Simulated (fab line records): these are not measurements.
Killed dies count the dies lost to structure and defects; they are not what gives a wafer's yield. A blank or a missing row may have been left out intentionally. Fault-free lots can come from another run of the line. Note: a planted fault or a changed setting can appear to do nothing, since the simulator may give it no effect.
Chamber matching || flow sfqLine || cmp-02 running SFQ_TRILAYER_I6_CMP_CMP_166: 4 sister chambers
The step polishes SiO2. 14 wafers are shown with their chamber, then 7 later ones without.

## WAFERS, EACH WITH ITS CHAMBER
{"wafer": "L115.2", "chamber": 2, "motorCurrentA (A)": 9.4, "timeToEndpointS (s)": 210, "platenRpm (rpm)": 59.97}
{"wafer": "L115.3", "chamber": 3, "motorCurrentA (A)": 12.4, "timeToEndpointS (s)": 203, "platenRpm (rpm)": 60.06}
{"wafer": "L115.4", "chamber": 0, "motorCurrentA (A)": 10.3, "timeToEndpointS (s)": 216, "platenRpm (rpm)": 60.04}
{"wafer": "L116.3", "chamber": 0, "motorCurrentA (A)": 10.2, "timeToEndpointS (s)": 224, "platenRpm (rpm)": 59.91}
{"wafer": "L116.4", "chamber": 2, "motorCurrentA (A)": 9.6, "timeToEndpointS (s)": 225, "platenRpm (rpm)": 60.10}
{"wafer": "L116.6", "chamber": 1, "motorCurrentA (A)": 13.1, "timeToEndpointS (s)": 230, "platenRpm (rpm)": 59.97}
{"wafer": "L117.1", "chamber": 3, "motorCurrentA (A)": 12.5, "timeToEndpointS (s)": 213, "platenRpm (rpm)": 60.00}
{"wafer": "L117.2", "chamber": 2, "motorCurrentA (A)": 9.5, "timeToEndpointS (s)": 208, "platenRpm (rpm)": 59.88}
{"wafer": "L117.3", "chamber": 1, "motorCurrentA (A)": 12.4, "timeToEndpointS (s)": 209, "platenRpm (rpm)": 59.98}
{"wafer": "L121.1", "chamber": 2, "motorCurrentA (A)": 9.4, "timeToEndpointS (s)": 208, "platenRpm (rpm)": 59.96}
{"wafer": "L121.5", "chamber": 3, "motorCurrentA (A)": 12.1, "timeToEndpointS (s)": 208, "platenRpm (rpm)": 59.92}
{"wafer": "L121.6", "chamber": 0, "motorCurrentA (A)": 10.1, "timeToEndpointS (s)": 214, "platenRpm (rpm)": 60.04}
{"wafer": "L131.4", "chamber": 3, "motorCurrentA (A)": 11.6, "timeToEndpointS (s)": 221, "platenRpm (rpm)": 59.99}
{"wafer": "L131.5", "chamber": 3, "motorCurrentA (A)": 12.2, "timeToEndpointS (s)": 224, "platenRpm (rpm)": 60.02}

SIGNATURES (means of the wafers above)
{"reading": "motorCurrentA", "chamber 0": 10.200, "chamber 1": 12.750, "chamber 2": 9.475, "chamber 3": 12.160, "scatter within a chamber": 0.28}
{"reading": "timeToEndpointS", "chamber 0": 218.00, "chamber 1": 219.50, "chamber 2": 212.75, "chamber 3": 213.80, "scatter within a chamber": 8.87}
{"reading": "platenRpm", "chamber 0": 59.9967, "chamber 1": 59.9750, "chamber 2": 59.9775, "chamber 3": 59.9980, "scatter within a chamber": 0.0683}
Rule: for a wafer and a chamber, the distance is found by dividing, reading by reading, the gap between the wafer's reading and the chamber's mean by the reading's scatter, squaring, summing and taking the root. If the next closest chamber is less than 2 further off than the closest, the wafer can't be placed; otherwise it belongs to the closest. The scatter: the root of (the sum of the squares of (reading less its chamber's mean) over the shown wafers, divided by (wafers less chambers)).

## WAFERS MISSING THEIR CHAMBER
{"wafer": "L131.6", "motorCurrentA (A)": 9.5, "timeToEndpointS (s)": 226, "platenRpm (rpm)": 59.99}
{"wafer": "L133.1", "motorCurrentA (A)": 9.7, "timeToEndpointS (s)": 229, "platenRpm (rpm)": 60.04}
{"wafer": "L133.4", "motorCurrentA (A)": 11.8, "timeToEndpointS (s)": 221, "platenRpm (rpm)": 59.95}
{"wafer": "L133.6", "motorCurrentA (A)": 12.0, "timeToEndpointS (s)": 225, "platenRpm (rpm)": 59.97}
{"wafer": "L137.2", "motorCurrentA (A)": 12.3, "timeToEndpointS (s)": 217, "platenRpm (rpm)": 60.03}
{"wafer": "L137.4", "motorCurrentA (A)": 12.5, "timeToEndpointS (s)": 221, "platenRpm (rpm)": 59.98}
{"wafer": "L137.5", "motorCurrentA (A)": 9.5, "timeToEndpointS (s)": 220, "platenRpm (rpm)": 59.98}

## CHAMBER TAKEN BY EACH
{"wafer": "L131.6", "from the rows above": "can't be placed: 2 or 0", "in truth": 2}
{"wafer": "L133.1", "from the rows above": "can't be placed: 2 or 0", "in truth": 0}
{"wafer": "L133.4", "from the rows above": "can't be placed: 3 or 1", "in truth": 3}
{"wafer": "L133.6", "from the rows above": "can't be placed: 3 or 1", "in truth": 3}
{"wafer": "L137.2", "from the rows above": "can't be placed: 3 or 1", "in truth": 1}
{"wafer": "L137.4", "from the rows above": "can't be placed: 1 or 3", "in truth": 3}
{"wafer": "L137.5", "from the rows above": "can't be placed: 2 or 0", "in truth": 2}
0 of 7 placed correctly. Cannot be placed on the basis of these rows: 7; the candidates contain the true chamber in 7. 0 placed wrongly.
